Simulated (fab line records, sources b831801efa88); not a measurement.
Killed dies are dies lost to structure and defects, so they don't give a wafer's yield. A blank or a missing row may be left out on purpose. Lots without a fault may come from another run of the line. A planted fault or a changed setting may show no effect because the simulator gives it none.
Chamber matching | flow gf180mcu | GF_V2_CMP_26 on cmp-02: 4 sister chambers
The step polishes, stops on SiO2, t overpolish 15 s, target thk 0 nm. 8 wafers are shown with their chamber, then 11 later ones without.

WAFERS WITH THEIR CHAMBER
wafer  | chamber | motor_current_A (A) | edge_zone_pressure_frac
L081.1 | 0       | 10.1                | 1.003
L081.3 | 1       | 10.3                | 1.001
L082.6 | 1       | 9.9                 | 0.998
L085.3 | 0       | 9.9                 | 1.003
L088.1 | 3       | 12.0                | 0.999
L088.2 | 2       | 11.7                | 0.996
L088.6 | 3       | 11.8                | 1.002
L091.1 | 2       | 12.4                | 1.007

WAFERS WITHOUT THEIR CHAMBER
wafer  | motor_current_A (A) | edge_zone_pressure_frac
L091.2 | 10.6                | 0.999
L091.4 | 11.9                | 0.999
L094.1 | 11.6                | 1.006
L094.4 | 11.7                | 0.997
L094.6 | 11.7                | 0.997
L095.2 | 10.0                | 0.999
L095.4 | 11.9                | 0.999
L095.6 | 10.1                | 0.996
L096.2 | 10.3                | 1.001
L096.3 | 9.9                 | 1.006
L096.5 | 12.5                | 0.998

WHICH CHAMBER EACH WENT THROUGH
wafer  | from the rows above     | in truth
L091.2 | can't be placed: 1 or 0 | 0
L091.4 | can't be placed: 3 or 2 | 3
L094.1 | can't be placed: 3 or 2 | 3
L094.4 | can't be placed: 3 or 2 | 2
L094.6 | can't be placed: 3 or 2 | 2
L095.2 | can't be placed: 1 or 0 | 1
L095.4 | can't be placed: 3 or 2 | 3
L095.6 | can't be placed: 1 or 0 | 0
L096.2 | can't be placed: 1 or 0 | 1
L096.3 | can't be placed: 0 or 1 | 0
L096.5 | can't be placed: 2 or 3 | 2
Placed correctly: 0 of 11. Can't be placed from these rows: 11 (the true chamber is among the candidates in 11). Placed wrongly: 0.
How it was worked out, from the rows above alone: a wafer's distance from a chamber is the root of the sum, over the readings, of the square of ((its reading less the chamber's mean) divided by the reading's scatter). The wafer belongs to the nearest chamber; if the next one is less than 2 further off, it can't be placed. A chamber's mean is the mean of its shown wafers. The scatter: the root of (the sum of the squares of (reading less its chamber's mean) over the shown wafers, divided by (wafers less chambers)).
